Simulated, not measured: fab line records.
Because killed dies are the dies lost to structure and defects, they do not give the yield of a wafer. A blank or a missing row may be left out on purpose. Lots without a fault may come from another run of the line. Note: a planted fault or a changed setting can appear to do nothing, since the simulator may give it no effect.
Struck lot and sound lot, side by side / flow sky130 / 42 steps out of a route of 708
Sound: these wafers, L785.1, L785.2, L785.4. Wafers L790.3, L790.5, L790.6 were the ones struck. Last of all comes the cause.
Each step with rows lists, per side, the tool, then ch with its chambers, then its first start. Under that, the readings that differ: sound wafers / struck wafers / difference of the means / sigmas: that difference in standard deviations of wafers without a fault.
alike: a reading whose means differ by less than 2 such deviations, as well as words and numbers matching on both sides. not compared: withheld readings; readings where some wafer has no value; bounds like >300 that might hide an equal value; numbers whose values overlap and for which the record gives no deviation.
The two part at a step that has a row with sigmas, a row that says differs or no value, or rows on one side only. Non-overlapping numbers with no deviation appear without sigmas and do not part them. A reading missing from all wafers of one side parts the sides only when that side holds two or more wafers.

SKY_PWDE_TW_MEAS_10:
  sound on filmMetro-03, day 4 10:11; struck on filmMetro-02, day 5 06:01
  alike: PWDE_TW
then, 7 steps without rows for these wafers: SKY_NWELL_DEHYDRATE_03 (time 60 s); SKY_NWELL_HMDS_04 (prime time 60 s); SKY_NWELL_COAT_05 (resist thk 3000 nm); SKY_NWELL_SOFTBAKE_06; SKY_NWELL_EXPOSE_07 (exposes mask NWM, target cd 840 nm); SKY_NWELL_PEB_08; SKY_NWELL_DEVELOP_09 (develop time 60 s).
SKY_NWELL_OVL_MEAS_10:
  sound on overlay-01, day 5 02:56; struck on overlay-01, day 5 22:55
  alike: NWELL_00_OVL
then, 3 steps without rows for these wafers: SKY_NWELL_IMPLANT_11; SKY_NWELL_IMPLANT_12; SKY_NWELL_IMPLANT_13.
SKY_NWELL_STRIP_14: strips in O2/N2.
  sound on plasmaAsher-02 ch 0,1, day 5 03:26; struck on plasmaAsher-02 ch 0,1, day 5 23:25
  alike: drypumpMotorCurrentA, n2FlowSccm, oesProductAu, stripTimeToEndpointS
  not compared: rfHoursCounterH
SKY_NWELL_TW_MEAS_15:
  sound on filmMetro-03, day 5 03:32; struck on filmMetro-04, day 5 23:30
  alike: NWELL_TW
then, 7 steps without rows for these wafers: SKY_NWELL_DEHYDRATE_16 (time 60 s); SKY_NWELL_HMDS_17 (prime time 60 s); SKY_NWELL_COAT_18 (resist thk 3000 nm); SKY_NWELL_SOFTBAKE_19; SKY_NWELL_EXPOSE_20 (exposes mask NWM COMPLEMENT, target cd 840 nm); SKY_NWELL_PEB_21; SKY_NWELL_DEVELOP_22 (develop time 60 s).
SKY_NWELL_OVL_MEAS_23:
  sound on overlay-02, day 5 20:47; struck on overlay-02, day 6 18:28
  alike: NWELL_01_OVL
next, for these wafers, 1 step has no rows: SKY_NWELL_IMPLANT_24.
SKY_NWELL_STRIP_25: strips in O2/N2.
  sound on plasmaAsher-03 ch 0,1, day 5 20:59; struck on plasmaAsher-04 ch 0,1, day 6 18:40
  alike: drypumpMotorCurrentA, n2FlowSccm, oesProductAu, stripTimeToEndpointS
  not compared: rfHoursCounterH
SKY_NWELL_TW_MEAS_26:
  sound on filmMetro-02, day 5 21:05; struck on filmMetro-04, day 6 18:45
reading=NWELL_2_TW; sound=507 508 507; struck=494 495 496; difference=-12; sigmas=-3
then, 1 step without rows for these wafers: SKY_NWELL_CLEAN_27 (cleans in SC1/SC2, time 150 s).
SKY_NWELL_RTA_28: time 30 s.
  sound on rtpAnneal-01 ch 0, day 5 21:11; struck on rtpAnneal-01 ch 0, day 6 18:52
  alike: chamberO2Ppm, lampPowerPct, rampDownCPerS, wafer_temp_C_max
SKY_NWELL_RS_MEAS_29: measures by four-point-probe.
  sound on filmMetro-04, day 5 21:17; struck on filmMetro-03, day 6 18:59
  alike: NWELL_RS
SKY_NWELL_RS_MEAS_31: measures by four-point-probe.
  sound on filmMetro-04, day 5 21:32; struck on filmMetro-03, day 6 19:13
  alike: PWDE_RS
then, 7 steps without rows for these wafers: SKY_VT_ADJUST_HVTP_DEHYDRATE_00 (time 60 s); SKY_VT_ADJUST_HVTP_HMDS_01 (prime time 60 s); SKY_VT_ADJUST_HVTP_COAT_02 (resist thk 1140 nm); SKY_VT_ADJUST_HVTP_SOFTBAKE_03 (time 60 s); SKY_VT_ADJUST_HVTP_EXPOSE_04 (exposes mask HVTPM, target cd 380 nm); SKY_VT_ADJUST_HVTP_PEB_05; SKY_VT_ADJUST_HVTP_DEVELOP_06 (develop time 60 s).
SKY_VT_ADJUST_HVTP_CD_MEAS_07 targets a cd of 380 nm.
  sound on cdSem-01, day 6 15:04; struck on cdSem-02, day 7 14:06
  alike: cdNm
SKY_VT_ADJUST_HVTP_OVL_MEAS_08:
  sound on overlay-01, day 6 15:11; struck on overlay-02, day 7 14:11
  alike: VT_ADJUST_HVTP_OVL
next, for these wafers, 1 step has no rows: SKY_VT_ADJUST_HVTP_IMPLANT_09.
SKY_VT_ADJUST_HVTP_STRIP_10: strips in O2/N2.
  sound on plasmaAsher-04 ch 0,1, day 6 15:22; struck on plasmaAsher-04 ch 0,1, day 7 14:24
  alike: drypumpMotorCurrentA, n2FlowSccm, oesProductAu, stripTimeToEndpointS
  not compared: rfHoursCounterH
SKY_VT_ADJUST_HVTP_TW_MEAS_11:
  sound on filmMetro-01, day 6 15:28; struck on filmMetro-04, day 7 14:29
  alike: VT_ADJUST_HVTP_TW
-- record jumps: 40 days separate the struck wafers' starts on either side; left off in module VT_ADJUST_HVTP, taken up again in module PAD_OPEN, whose first shown step is the route's number 708 --
SKY_PAD_OPEN_PROBE_99:
  record: rows for the struck wafers here (prober-02, day 47 10:59), none for the sound ones

WHERE THEY PART
First at SKY_NWELL_TW_MEAS_26; last, within this record, at SKY_PAD_OPEN_PROBE_99.

WHY: the cause the simulator had injected
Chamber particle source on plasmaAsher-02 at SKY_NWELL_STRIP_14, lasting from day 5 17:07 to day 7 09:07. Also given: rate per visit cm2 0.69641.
